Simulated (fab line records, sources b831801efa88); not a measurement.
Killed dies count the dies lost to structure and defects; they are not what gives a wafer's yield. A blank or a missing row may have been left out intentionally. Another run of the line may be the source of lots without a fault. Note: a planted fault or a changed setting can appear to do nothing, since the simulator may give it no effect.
One fault seen from 2 desks | flow sky130 | every desk sees just its own numbers, and what lay behind them comes last

== THE METROLOGY DESK ==
What the gauges read, lot by lot, whatever tool the lot ran on: means of the sampled wafers that have a number. The brackets show how far a lot's mean lies from the usual mean; more than 4 standard deviations puts the lot out of limits, marked OUT.
Columns: A = VIA2_HDPCVD_THK at SKY_VIA2_THK_MEAS_01, usual 1169 nm; B = VIA2_OVL at SKY_VIA2_OVL_MEAS_13, usual -2 nm
lot  | first seen here | A    | B
L430 | day 35 00:37    | 1155 | -2
L432 | day 36 15:58    | 1158 | 1
L433 | day 36 16:27    | 1164 | -4
L439 | day 40 00:22    | 1167 | -8
L441 | day 40 00:41    | 1177 | 0
L442 | day 40 04:50    | 1168 | 4
L445 | day 40 08:19    | 1145 | 5
L446 | day 40 09:30    | 1162 | -13
L447 | day 40 09:40    | 1171 | -0
L448 | day 40 10:31    | 1177 | 2
L449 | day 40 19:10    | 1171 | -9
L450 | day 40 22:34    | 1170 | -2
L453 | day 42 00:40    | 1180 | -1
This desk's finding: nothing out of limits on any of the 13 lots.

== THE TOOL OWNER'S DESK: litho-track-01 ==
The tool's own readings at SKY_VIA2_DEVELOP_11 (develop time 60 s): means of the sampled wafers that have a number, for each lot that ran on this tool. The brackets show how far a lot's mean lies from the usual mean; more than 4 standard deviations puts the lot out of limits, marked OUT.
Columns: A = developer-temp-C at SKY_VIA2_DEVELOP_11, usual 21.03 C
lot  | first seen here | A
L432 | day 37 18:00    | 20.96
L439 | day 41 01:00    | 21.75 (+6.5) OUT
L441 | day 41 01:00    | 21.60 (+5.2) OUT
Finding of this desk: L439, L441 out of limits; the first was L439 at day 41 01:00, on developer-temp-C at SKY_VIA2_DEVELOP_11. In limits: L432.

== ALL TOGETHER ==
On L439, L441, at day 41 01:00, an alarm was possible from the tool owner's desk.
From the metrology desk's view, nothing was out of limits.
The metrology desk holds a record of L439, L441, inside its limits.
On litho-track-01, each named lot ran SKY_VIA2_DEVELOP_11.

== WHAT THE SIMULATOR HAD PUT IN ==
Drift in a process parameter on litho-track-01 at SKY_VIA2_DEVELOP_11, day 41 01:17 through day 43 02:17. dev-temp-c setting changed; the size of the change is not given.
Lots struck among those shown: L439, L441.
